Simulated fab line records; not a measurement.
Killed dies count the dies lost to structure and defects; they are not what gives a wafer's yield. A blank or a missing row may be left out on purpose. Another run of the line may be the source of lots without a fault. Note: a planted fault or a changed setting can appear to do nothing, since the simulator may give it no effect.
Which tool is to blame? || flow gf180mcu || 33 wafers from 11 lots sampled at 6 of the route's 602 steps

== WHAT THE GAUGES SHOWED, per wafer ==
GF_LVPWELL_OVL_MEAS_07.
{"lot": "L127", "measured": "day 4 01:19", "on": "overlay-01", "LVPWELL_OVL (nm)": "-1.2 -2.6 -1.2"}
{"lot": "L128", "measured": "day 4 09:40", "on": "overlay-02", "LVPWELL_OVL (nm)": "0.2 -1.8 0.4"}
{"lot": "L133", "measured": "day 5 10:14", "on": "overlay-01", "LVPWELL_OVL (nm)": "- - -"}
{"lot": "L134", "measured": "day 5 18:37", "on": "overlay-01", "LVPWELL_OVL (nm)": "- - -"}
{"lot": "L135", "measured": "day 6 01:35", "on": "overlay-01", "LVPWELL_OVL (nm)": "- - -"}
{"lot": "L138", "measured": "day 6 17:23", "on": "overlay-02", "LVPWELL_OVL (nm)": "-1.2 -2.4 -1.0"}
{"lot": "L143", "measured": "day 7 19:58", "on": "overlay-01", "LVPWELL_OVL (nm)": "-0.5 -1.8 -1.6"}
{"lot": "L145", "measured": "day 8 08:08", "on": "overlay-01", "LVPWELL_OVL (nm)": "-1.2 -0.3 -1.2"}
{"lot": "L146", "measured": "day 8 13:23", "on": "overlay-02", "LVPWELL_OVL (nm)": "0.3 -0.5 0.1"}
{"lot": "L148", "measured": "day 8 23:52", "on": "overlay-02", "LVPWELL_OVL (nm)": "-1.7 -1.2 -1.4"}
{"lot": "L149", "measured": "day 9 07:19", "on": "overlay-01", "LVPWELL_OVL (nm)": "0.3 0.1 0.6"}

GF_MVSD_TW_MEAS_11.
{"lot": "L127", "measured": "day 4 15:33", "on": "film_metro-01", "MVSD_TW": "1592 1580 1579"}
{"lot": "L128", "measured": "day 5 00:01", "on": "film_metro-04", "MVSD_TW": "1586 1584 1570"}
{"lot": "L133", "measured": "day 6 01:35", "on": "film_metro-03", "MVSD_TW": "1617 1619 1612"}
{"lot": "L134", "measured": "day 6 10:19", "on": "film_metro-01", "MVSD_TW": "1606 1602 1603"}
{"lot": "L135", "measured": "day 6 17:53", "on": "film_metro-04", "MVSD_TW": "1613 1612 1605"}
{"lot": "L138", "measured": "day 7 09:37", "on": "film_metro-04", "MVSD_TW": "1591 1580 1583"}
{"lot": "L143", "measured": "day 8 13:22", "on": "film_metro-03", "MVSD_TW": "1584 1585 1585"}
{"lot": "L145", "measured": "day 9 01:25", "on": "film_metro-01", "MVSD_TW": "1583 1577 1567"}
{"lot": "L146", "measured": "day 9 07:26", "on": "film_metro-01", "MVSD_TW": "1574 1587 1587"}
{"lot": "L148", "measured": "day 9 17:43", "on": "film_metro-01", "MVSD_TW": "1577 1586 1581"}
{"lot": "L149", "measured": "day 10 02:01", "on": "film_metro-04", "MVSD_TW": "1581 1583 1570"}

GF_MVPSD_TW_MEAS_11.
{"lot": "L127", "measured": "day 5 05:24", "on": "film_metro-01", "MVPSD_TW": "554 554 555"}
{"lot": "L128", "measured": "day 5 14:10", "on": "film_metro-01", "MVPSD_TW": "556 556 555"}
{"lot": "L133", "measured": "day 6 17:14", "on": "film_metro-03", "MVPSD_TW": "699 705 702"}
{"lot": "L134", "measured": "day 7 02:50", "on": "film_metro-03", "MVPSD_TW": "697 700 695"}
{"lot": "L135", "measured": "day 7 09:16", "on": "film_metro-03", "MVPSD_TW": "693 694 698"}
{"lot": "L138", "measured": "day 8 02:14", "on": "film_metro-03", "MVPSD_TW": "555 553 555"}
{"lot": "L143", "measured": "day 9 07:11", "on": "film_metro-03", "MVPSD_TW": "558 559 554"}
{"lot": "L145", "measured": "day 9 19:12", "on": "film_metro-04", "MVPSD_TW": "552 548 549"}
{"lot": "L146", "measured": "day 10 01:41", "on": "film_metro-04", "MVPSD_TW": "552 552 554"}
{"lot": "L148", "measured": "day 10 12:04", "on": "film_metro-01", "MVPSD_TW": "550 549 547"}
{"lot": "L149", "measured": "day 10 20:25", "on": "film_metro-01", "MVPSD_TW": "550 553 549"}

== TOOL THAT RAN EACH LOT (tool first, then ch and the chambers of the sampled wafers, then the start) ==
{"lot": "L127", "GF_STI_ETCH_13": "rie_diel-03 ch 1,2, day 2 06:38", "GF_LVPWELL_COAT_02": "litho_track-04 ch 0, day 3 18:31", "GF_MVSD_STRIP_10": "plasma_asher-03 ch 0,1, day 4 15:27"}
{"lot": "L128", "GF_STI_ETCH_13": "rie_diel-02 ch 0,1, day 2 13:12", "GF_LVPWELL_COAT_02": "litho_track-01 ch 0, day 4 02:25", "GF_MVSD_STRIP_10": "plasma_asher-03 ch 0,1, day 4 23:54"}
{"lot": "L133", "GF_STI_ETCH_13": "rie_diel-02 ch 0,1, day 3 13:14", "GF_LVPWELL_COAT_02": "litho_track-02, day 5 03:15", "GF_MVSD_STRIP_10": "plasma_asher-02 ch 0,1, day 6 01:29"}
{"lot": "L134", "GF_STI_ETCH_13": "rie_diel-02 ch 0,1,3, day 3 19:05", "GF_LVPWELL_COAT_02": "litho_track-01, day 5 10:55", "GF_MVSD_STRIP_10": "plasma_asher-03 ch 0, day 6 10:13"}
{"lot": "L135", "GF_STI_ETCH_13": "rie_diel-03 ch 1,3, day 4 00:29", "GF_LVPWELL_COAT_02": "litho_track-01, day 5 18:26", "GF_MVSD_STRIP_10": "plasma_asher-04 ch 0,1, day 6 17:46"}
{"lot": "L138", "GF_STI_ETCH_13": "rie_diel-01 ch 0,2,3, day 4 15:54", "GF_LVPWELL_COAT_02": "litho_track-01 ch 0, day 6 09:39", "GF_MVSD_STRIP_10": "plasma_asher-02 ch 0,1, day 7 09:31"}
{"lot": "L143", "GF_STI_ETCH_13": "rie_diel-03 ch 1,2, day 5 16:50", "GF_LVPWELL_COAT_02": "litho_track-01 ch 0, day 7 11:44", "GF_MVSD_STRIP_10": "plasma_asher-02 ch 0,1, day 8 13:17"}
{"lot": "L145", "GF_STI_ETCH_13": "rie_diel-03 ch 1,2, day 6 03:36", "GF_LVPWELL_COAT_02": "litho_track-01 ch 0, day 7 23:35", "GF_MVSD_STRIP_10": "plasma_asher-04 ch 0, day 9 01:19"}
{"lot": "L146", "GF_STI_ETCH_13": "rie_diel-01 ch 0,2,3, day 6 09:29", "GF_LVPWELL_COAT_02": "litho_track-02 ch 0, day 8 04:56", "GF_MVSD_STRIP_10": "plasma_asher-02 ch 0,1, day 9 07:20"}
{"lot": "L148", "GF_STI_ETCH_13": "rie_diel-03 ch 0,1,3, day 6 18:44", "GF_LVPWELL_COAT_02": "litho_track-01 ch 0, day 8 15:06", "GF_MVSD_STRIP_10": "plasma_asher-03 ch 0,1, day 9 17:36"}
{"lot": "L149", "GF_STI_ETCH_13": "rie_diel-03 ch 1,2,3, day 7 00:11", "GF_LVPWELL_COAT_02": "litho_track-02 ch 0, day 8 22:02", "GF_MVSD_STRIP_10": "plasma_asher-03 ch 0,1, day 10 01:55"}
- GF_STI_ETCH_13: etches the open film in CHF3/O2, stops on Si, target depth 282.31 nm, time 112.9 s.
- GF_LVPWELL_COAT_02: resist thk 3000 nm.
- GF_MVSD_STRIP_10: strips in O2/N2.

== AS READ BY THE TOOLS THEMSELVES (means over the sampled wafers that have a number; for cases with no such wafer, the mark the record gives instead) ==
GF_STI_ETCH_13.
{"lot": "L127", "tool": "rie_diel-03", "drypump_motor_current_A (A)": 5.6, "oes_product_au (a.u.)": 0.838, "throttle_valve_pct (%)": 8.810}
{"lot": "L128", "tool": "rie_diel-02", "drypump_motor_current_A (A)": 6.1, "oes_product_au (a.u.)": 0.828, "throttle_valve_pct (%)": 8.818}
{"lot": "L133", "tool": "rie_diel-02", "drypump_motor_current_A (A)": 6.1, "oes_product_au (a.u.)": 0.835, "throttle_valve_pct (%)": 8.814}
{"lot": "L134", "tool": "rie_diel-02", "drypump_motor_current_A (A)": 6.3, "oes_product_au (a.u.)": 0.845, "throttle_valve_pct (%)": 8.825}
{"lot": "L135", "tool": "rie_diel-03", "drypump_motor_current_A (A)": 5.7, "oes_product_au (a.u.)": 0.831, "throttle_valve_pct (%)": 8.817}
{"lot": "L138", "tool": "rie_diel-01", "drypump_motor_current_A (A)": 6.2, "oes_product_au (a.u.)": 0.840, "throttle_valve_pct (%)": 8.820}
{"lot": "L143", "tool": "rie_diel-03", "drypump_motor_current_A (A)": 5.8, "oes_product_au (a.u.)": 0.842, "throttle_valve_pct (%)": 8.819}
{"lot": "L145", "tool": "rie_diel-03", "drypump_motor_current_A (A)": 5.6, "oes_product_au (a.u.)": 0.838, "throttle_valve_pct (%)": 8.806}
{"lot": "L146", "tool": "rie_diel-01", "drypump_motor_current_A (A)": 6.2, "oes_product_au (a.u.)": 0.840, "throttle_valve_pct (%)": 8.811}
{"lot": "L148", "tool": "rie_diel-03", "drypump_motor_current_A (A)": 5.9, "oes_product_au (a.u.)": 0.835, "throttle_valve_pct (%)": 8.802}
{"lot": "L149", "tool": "rie_diel-03", "drypump_motor_current_A (A)": 5.4, "oes_product_au (a.u.)": 0.834, "throttle_valve_pct (%)": 8.818}

GF_LVPWELL_COAT_02.
{"lot": "L127", "tool": "litho_track-04", "chill_plate_temp_C (C)": 22.91, "dispense_pressure_kPa (kPa)": 50}
{"lot": "L128", "tool": "litho_track-01", "chill_plate_temp_C (C)": 23.03, "dispense_pressure_kPa (kPa)": 41}
{"lot": "L133", "tool": "litho_track-02", "chill_plate_temp_C (C)": "-", "dispense_pressure_kPa (kPa)": "-"}
{"lot": "L134", "tool": "litho_track-01", "chill_plate_temp_C (C)": "-", "dispense_pressure_kPa (kPa)": "-"}
{"lot": "L135", "tool": "litho_track-01", "chill_plate_temp_C (C)": "-", "dispense_pressure_kPa (kPa)": "-"}
{"lot": "L138", "tool": "litho_track-01", "chill_plate_temp_C (C)": 23.06, "dispense_pressure_kPa (kPa)": 41}
{"lot": "L143", "tool": "litho_track-01", "chill_plate_temp_C (C)": 23.00, "dispense_pressure_kPa (kPa)": 41}
{"lot": "L145", "tool": "litho_track-01", "chill_plate_temp_C (C)": 23.02, "dispense_pressure_kPa (kPa)": 41}
{"lot": "L146", "tool": "litho_track-02", "chill_plate_temp_C (C)": 22.90, "dispense_pressure_kPa (kPa)": 50}
{"lot": "L148", "tool": "litho_track-01", "chill_plate_temp_C (C)": 23.03, "dispense_pressure_kPa (kPa)": 41}
{"lot": "L149", "tool": "litho_track-02", "chill_plate_temp_C (C)": 22.92, "dispense_pressure_kPa (kPa)": 50}

GF_MVSD_STRIP_10.
{"lot": "L127", "tool": "plasma_asher-03", "drypump_motor_current_A (A)": 6.0, "heater_power_w (W)": 307, "oes_product_au (a.u.)": 0.721, "strip_time_to_endpoint_s (s)": 36.93}
{"lot": "L128", "tool": "plasma_asher-03", "drypump_motor_current_A (A)": 6.0, "heater_power_w (W)": 302, "oes_product_au (a.u.)": 0.721, "strip_time_to_endpoint_s (s)": 37.02}
{"lot": "L133", "tool": "plasma_asher-02", "drypump_motor_current_A (A)": 5.7, "heater_power_w (W)": 377, "oes_product_au (a.u.)": 0.724, "strip_time_to_endpoint_s (s)": 36.96}
{"lot": "L134", "tool": "plasma_asher-03", "drypump_motor_current_A (A)": 6.1, "heater_power_w (W)": 341, "oes_product_au (a.u.)": 0.725, "strip_time_to_endpoint_s (s)": 36.92}
{"lot": "L135", "tool": "plasma_asher-04", "drypump_motor_current_A (A)": 5.6, "heater_power_w (W)": 322, "oes_product_au (a.u.)": 0.721, "strip_time_to_endpoint_s (s)": 36.91}
{"lot": "L138", "tool": "plasma_asher-02", "drypump_motor_current_A (A)": 5.2, "heater_power_w (W)": 417, "oes_product_au (a.u.)": 0.724, "strip_time_to_endpoint_s (s)": 37.08}
{"lot": "L143", "tool": "plasma_asher-02", "drypump_motor_current_A (A)": 5.7, "heater_power_w (W)": 386, "oes_product_au (a.u.)": 0.725, "strip_time_to_endpoint_s (s)": 37.08}
{"lot": "L145", "tool": "plasma_asher-04", "drypump_motor_current_A (A)": 5.8, "heater_power_w (W)": 281, "oes_product_au (a.u.)": 0.725, "strip_time_to_endpoint_s (s)": 36.86}
{"lot": "L146", "tool": "plasma_asher-02", "drypump_motor_current_A (A)": 5.7, "heater_power_w (W)": 380, "oes_product_au (a.u.)": 0.724, "strip_time_to_endpoint_s (s)": 36.96}
{"lot": "L148", "tool": "plasma_asher-03", "drypump_motor_current_A (A)": 6.1, "heater_power_w (W)": 319, "oes_product_au (a.u.)": 0.726, "strip_time_to_endpoint_s (s)": 36.85}
{"lot": "L149", "tool": "plasma_asher-03", "drypump_motor_current_A (A)": 6.0, "heater_power_w (W)": 304, "oes_product_au (a.u.)": 0.719, "strip_time_to_endpoint_s (s)": 36.88}

== THE ANSWER, worked out from the rows above alone ==
Rule: what is usual is taken from the lots themselves. Put in order of their means at a reading, lots are off if they are a third of the lots or fewer, leave a main group of 4 or more, and stand apart from it by a gap of 3 or more times the standard deviation of the main group's means; of several such gaps the widest counts. If all means in a main group match to the digits the tables above print for the reading, that group is not used. A lot without any number at a reading at which 4 lots or more have one is off too. Where the step has rows for the other lots, those lots are counted as sound. First the gauges in route order, then the tools' own readings, where a lot's mean is used as printed above. The first step at which some lot is off is used, and at that step the reading that is off furthest; a lot without a number counts as furthest.
Off: L133, L134, L135, at GF_LVPWELL_OVL_MEAS_07 (LVPWELL_OVL). Without a number there: L133, L134, L135. The main group: mean -0.9 nm, standard deviation 0.7.
A tool fits if, at a process step before that reading, it ran every lot that is off, and no sound lot after the first of them. The gauges at GF_LVPWELL_OVL_MEAS_07 aren't tried: what is off there is off at GF_MVSD_TW_MEAS_11 too, on other tools, and a gauge's error can't cause that. No candidate that was tried fits.

== WHAT HAD BEEN PUT IN BY THE SIMULATOR ==
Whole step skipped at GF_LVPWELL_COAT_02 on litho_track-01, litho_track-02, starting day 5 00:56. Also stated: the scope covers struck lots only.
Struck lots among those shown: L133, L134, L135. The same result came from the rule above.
